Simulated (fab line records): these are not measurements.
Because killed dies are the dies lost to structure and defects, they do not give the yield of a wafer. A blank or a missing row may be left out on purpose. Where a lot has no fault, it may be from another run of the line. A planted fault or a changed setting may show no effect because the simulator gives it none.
Code-filled problem report in 8D (eight disciplines) form | flow gf180mcu | the parts of the form that need people (team, actions taken, sign-off) are left out

1. WHAT WENT WRONG
At GF_CONTACT_SPUTTER_22, chamber-pressure-pa averages 4.573 Pa over 6 wafers from 2 lots, while fault-free wafers read 5.000 Pa, standard deviation 0.011. Measured from the usual mean, that is -39 standard deviations.
The step: material Ti, target thk 15 nm, time 80.02 s.
First seen on wafer L667.3, day 21 17:11, on pvd-sputter-01. At this step, 18 wafers from 6 lots have a number in the record. The rule behind "out" and "out of limits": a value lying over 4 standard deviations away from the usual mean. All remaining wafers that have a number are taken as sound.

2. WHAT IT IS, WHAT IT ISN'T
question                    | is                     | is not
which readings at this step | chamber-pressure-pa    | throttle-valve-pct
which lots                  | L667, L668             | L655, L658, L670, L674
which wafers of those lots  | all that have a number | -
read on which tools         | pvd-sputter-01         | pvd-sputter-04
when                        | from day 21 17:11      | up to then (6 sound wafers); but 6 sound wafers of L670, L674 came after

3. THE SUSPECTS, EACH WITH WHAT RULES IT OUT
Counting: any tool at a process step up to the reading is kept as a suspect provided that every lot that is out went through it and no sound lot did after the first of them.
- rie-diel-02 at GF_CONTACT_ETCH_16 (etches BARC in N2/H2): kept. All lots that are out passed through it, beginning with L667 at day 21 16:43, and no sound lot followed; its final sound lot before that point was L655 at day 18 00:04.
- rie-diel-02 at GF_CONTACT_ETCH_17 (etches SiO2 in C4F8/O2/Ar, stops on CoSi2, target depth 860 nm): kept. All lots that are out passed through it, beginning with L667 at day 21 16:55, and no sound lot followed; its final sound lot before that point was L655 at day 18 00:13. GF_CONTACT_ETCH_17: start missing for some lots; hours and lot order therefore follow GF_CONTACT_STRIP_18.
- plasma-asher-02 at GF_CONTACT_STRIP_18 (strips in O2/N2): kept. All lots that are out passed through it, beginning with L667 at day 21 16:55, and no sound lot followed; its final sound lot before that point was L655 at day 18 00:13.
- pvd-sputter-01 at GF_CONTACT_SPUTTER_22 (material Ti, target thk 15 nm, time 80.02 s): kept. All lots that are out passed through it, beginning with L667 at day 21 17:11, and no sound lot followed; its final sound lot before that point was L658 at day 18 20:49. On those wafers its own readings are out: chamber-pressure-pa.
Left after counting: rie-diel-02 at GF_CONTACT_ETCH_16, rie-diel-02 at GF_CONTACT_ETCH_17, plasma-asher-02 at GF_CONTACT_STRIP_18, pvd-sputter-01 at GF_CONTACT_SPUTTER_22.

4. THE CAUSE (what the simulator had put in)
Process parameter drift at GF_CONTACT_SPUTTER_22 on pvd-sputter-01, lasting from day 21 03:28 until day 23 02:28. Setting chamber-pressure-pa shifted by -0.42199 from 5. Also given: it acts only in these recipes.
Of the 4 suspects that counting leaves, this tool is one.

5. SEQUENCE OF EFFECTS, ordered by route
Each row: a reading whose mean over the struck wafers that have a number lies more than 3 standard deviations from the usual. Scope: only readings with a usual standard deviation given in the record; hours: median across lots of the time from each lot's start at the first step in this table that gives one to its start at this step; sigmas: change in usual standard deviations.
hours | step                  | reading             | usual    | on struck wafers | change | sigmas
0     | GF_CONTACT_SPUTTER_22 | chamber-pressure-pa | 5.000 Pa | 4.573            | -0.427 | -39
Here are the process steps it includes:
- GF_CONTACT_SPUTTER_22: material Ti, target thk 15 nm, time 80.02 s.

6. HOW IT WOULD HAVE BEEN CAUGHT EARLIER
In this record no reading fell out of limits until day 21 17:11, 14 hours after the fault had begun at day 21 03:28.
